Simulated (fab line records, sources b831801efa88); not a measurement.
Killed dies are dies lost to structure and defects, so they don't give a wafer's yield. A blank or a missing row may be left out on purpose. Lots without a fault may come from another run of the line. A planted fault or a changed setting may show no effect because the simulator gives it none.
Problem report in the 8D (eight disciplines) form, filled by code | flow sky130 | the parts of the form that need people (team, actions taken, sign-off) are left out

1. THE PROBLEM
CAP2M_TIN_RS at SKY_CAP2M_RS_MEAS_03 reads a mean of 6.53 ohm/sq on 9 wafers of 3 lots; wafers without a fault read 6.90 ohm/sq with a standard deviation of 0.064. That is -5.7 standard deviations from the usual mean.
The step: measures by four-point-probe.
First seen on wafer L461.1, day 43 21:30, on film_metro-02. The record holds 30 wafers of 10 lots with a number at this step. Rule for "out", or "out of limits": more than 4 standard deviations from the usual mean. The other wafers with a number count as sound.

2. WHAT IT IS AND WHAT IT IS NOT
question                    | is                           | is not
which readings at this step | CAP2M_TIN_RS                 | -
which lots                  | L460, L461, L462             | L447, L449, L453, L454, L455, L457, L459
which wafers of those lots  | all that have a number       | -
read on which gauges        | film_metro-02, film_metro-04 | film_metro-03
when                        | from day 43 21:30            | up to then (21 sound wafers)

3. SUSPECTS, AND WHAT RULES EACH OUT
Counting: a tool at a process step up to the reading stays a suspect if it ran every lot that is out and no sound lot after the first of them.
- the gauge at SKY_CAP2M_RS_MEAS_03: ruled out. The wafers that are out were read on 2 gauges (film_metro-02, film_metro-04).
- cvd_w-02 at SKY_VIA1_CVD_21 (deposits W, target thk 270 nm, time 80.902 s): kept. It ran every lot that is out, first L461 (day 38 13:54), and no sound lot after that; its last sound lot up to then is L457 (day 37 15:29).
- pvd_sputter-01 at SKY_CAP2M_SPUTTER_02 (material TiN, target thk 200 nm, time 166.7 s): kept. It ran every lot that is out, first L461 (day 43 21:23), and no sound lot after that; its last sound lot up to then is L457 (day 43 01:04).
Left after counting: cvd_w-02 at SKY_VIA1_CVD_21, pvd_sputter-01 at SKY_CAP2M_SPUTTER_02.

4. THE CAUSE (what the simulator had put in)
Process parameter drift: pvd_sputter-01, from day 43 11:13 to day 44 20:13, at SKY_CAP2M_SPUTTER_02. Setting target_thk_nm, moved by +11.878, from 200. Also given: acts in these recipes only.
Counting left 2 suspects, and this tool is among them.

5. THE CHAIN OF EFFECTS, in route order
Each row: a reading whose mean over the struck wafers that have a number lies more than 3 standard deviations from the usual. Only readings for which the record gives a usual standard deviation are gone through. hours: the time from each lot's start at the first step in this table that gives one to its start at this step, as a median over the lots. sigmas: the change in usual standard deviations.
hours | step                    | reading        | usual       | on struck wafers | change | sigmas
0     | SKY_CAP2M_RS_MEAS_03    | CAP2M_TIN_RS   | 6.90 ohm/sq | 6.53             | -0.37  | -5.7
0     | SKY_CAP2M_THK_MEAS_04   | CAP2M_TIN_THK  | 203.7 nm    | 215.1            | +11.4  | +5.4
22    | SKY_CAP2M_METAL_ETCH_13 | oes_product_au | 0.942 a.u.  | 0.971            | +0.029 | +4.4
The process steps in it:
- SKY_CAP2M_METAL_ETCH_13: etches TiN in Cl2/BCl3, stops on SiO2, target depth 220 nm, time 62.9 s.

6. WHAT WOULD HAVE CAUGHT IT SOONER
In this record the first reading out of limits at a measuring or inspecting step was taken at day 43 21:30, 10 hours after the fault began at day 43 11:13.
Of the tool readings at SKY_CAP2M_SPUTTER_02 for which the record gives a usual standard deviation, none was out on any struck wafer, so an alarm limit of 4 standard deviations on them would not have fired.
Of the lots that are out (3), L460, L462 began SKY_CAP2M_SPUTTER_02 on pvd_sputter-01 after day 43 21:30. A hold on the tool at that time would have spared those 2.
